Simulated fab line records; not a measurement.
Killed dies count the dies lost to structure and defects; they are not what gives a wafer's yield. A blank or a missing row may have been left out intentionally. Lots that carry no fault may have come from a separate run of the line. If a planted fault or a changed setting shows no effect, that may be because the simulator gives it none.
Matching of chambers	flow gf180mcu	GF_V3_CMP_04 on cmp-01: 4 sister chambers
The step polishes SiO2. 4 wafers are shown with their chamber, then 7 later ones without.

== WAFERS PAIRED WITH THEIR CHAMBERS ==
wafer	chamber	motor current A (A)
L841.6	3	11.4
L842.5	1	10.1
L845.2	2	12.0
L845.4	0	12.1

== WAFERS WITH NO CHAMBER GIVEN ==
wafer	motor current A (A)
L845.5	11.4
L846.2	12.6
L846.5	10.1
L846.6	11.5
L855.1	11.3
L855.3	12.0
L855.5	11.5

== WHICH CHAMBER EACH WENT THROUGH ==
wafer	from the rows above	in truth
L845.5	3	3
L846.2	can't be placed: 0 or 2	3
L846.5	1	1
L846.6	3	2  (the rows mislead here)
L855.1	3	3
L855.3	can't be placed: 2 or 0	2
L855.5	3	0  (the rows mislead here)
Placed correctly: 3 of 7. From these rows, 2 cannot be placed; in 1 the true chamber is one of the candidates. 2 placed wrongly.
How it was worked out, from the rows above alone: a wafer's distance from a chamber is the root of the sum, over the readings, of the square of ((its reading less the chamber's mean) divided by the reading's scatter). If the next closest chamber is less than 2 further off than the closest, the wafer can't be placed; otherwise it belongs to the closest. Each chamber's mean is taken over the wafers shown for it. The scatter (one wafer shown for each chamber): square how far every hidden wafer sits from the nearest shown wafer, average those squares and take the square root.
